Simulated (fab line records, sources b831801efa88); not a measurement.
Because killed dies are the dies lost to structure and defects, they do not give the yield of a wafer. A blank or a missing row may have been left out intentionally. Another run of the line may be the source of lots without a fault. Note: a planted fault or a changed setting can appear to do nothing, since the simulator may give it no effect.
Which tool did it? ; flow gf180mcu ; 14 lots with 42 wafers sampled at 2 steps, on a route of 602 steps

== WHAT EACH GAUGE READ, for each wafer ==
GF_PSD_TW_MEAS_11. Usual: PSD_TW 3164, standard deviation 13.
lot;measured;on;PSD_TW;flag
L961;day 13 20:11;film-metro-04;3163 3160 3168;
L963;day 15 11:19;film-metro-04;3185 3174 3194;
L965;day 15 19:03;film-metro-04;3175 3159 3157;
L966;day 16 01:07;film-metro-04;3161 3160 3153;
L970;day 17 14:33;film-metro-04;3177 3168 3164;
L971;day 17 17:09;film-metro-04;3166 3173 3171;
L972;day 18 04:19;film-metro-01;3169 3171 3180;
L973;day 18 07:55;film-metro-04;3155 3163 3157;
L975;day 19 07:52;film-metro-03;3158 3156 3165;
L977;day 19 19:51;film-metro-03;3171 3161 3170;
L981;day 21 14:19;film-metro-04;3164 3176 3150;
L982;day 21 19:30;film-metro-04;3167 3156 3168;
L983;day 22 00:03;film-metro-03;3185 3165 3156;
L984;day 22 03:56;film-metro-03;3155 3184 3168;

GF_SAB_CD_MEAS_09: the cd target is 420 nm. Usual: cd-nm at 419.9 nm, with a standard deviation of 2.1.
lot;measured;on;cd-nm (nm);flag
L961;day 14 17:50;cd-sem-01;418.9 420.0 419.5;
L963;day 16 08:29;cd-sem-01;420.3 419.9 421.2;
L965;day 16 16:50;cd-sem-02;418.2 417.0 419.7;
L966;day 17 00:01;cd-sem-01;422.3 421.4 421.3;
L970;day 18 14:13;cd-sem-01;417.4 416.3 418.1;
L971;day 18 17:15;cd-sem-01;423.0 420.4 423.4;
L972;day 19 04:59;cd-sem-01;420.5 422.9 420.3;
L973;day 19 09:04;cd-sem-02;419.4 418.2 419.6;
L975;day 20 08:46;cd-sem-02;422.4 422.5 422.7;
L977;day 20 20:49;cd-sem-01;420.7 419.3 423.6;
L981;day 22 13:48;cd-sem-02;419.1 415.5 418.1;
L982;day 22 19:10;cd-sem-02;415.0 416.6 415.6;
L983;day 22 22:40;cd-sem-02;419.3 419.2 419.3;
L984;day 23 03:16;cd-sem-01;418.9 417.5 419.2;

== WHAT TOOL EACH LOT RAN ON (gives the tool, then ch and the chambers of the sampled wafers, and finally the start) ==
The record holds no process step before these readings.

== WHAT THE TOOLS THEMSELVES READ (means of the sampled wafers that have a number; where no wafer has one, the mark that the record gives instead) ==
The record holds no such reading with a usual standard deviation.

== THE ANSWER, worked out from the rows above alone ==
Rule: a lot is off if the mean of its wafers that have a number lies more than 3 standard deviations from the usual mean. Also off: a lot with no number at a reading for which 4 or more lots have one. All remaining lots with rows at the step are treated as sound. The gauges are gone through in route order, then the tools' own readings, and for those a lot's mean is taken as printed above. At the first step where some lot is off, the reading lying furthest off is the one used; lots without a number count as furthest.
Across all readings shown, no lot is off: no conclusion can be drawn from this.

== WHAT WAS PUT IN BY THE SIMULATOR ==
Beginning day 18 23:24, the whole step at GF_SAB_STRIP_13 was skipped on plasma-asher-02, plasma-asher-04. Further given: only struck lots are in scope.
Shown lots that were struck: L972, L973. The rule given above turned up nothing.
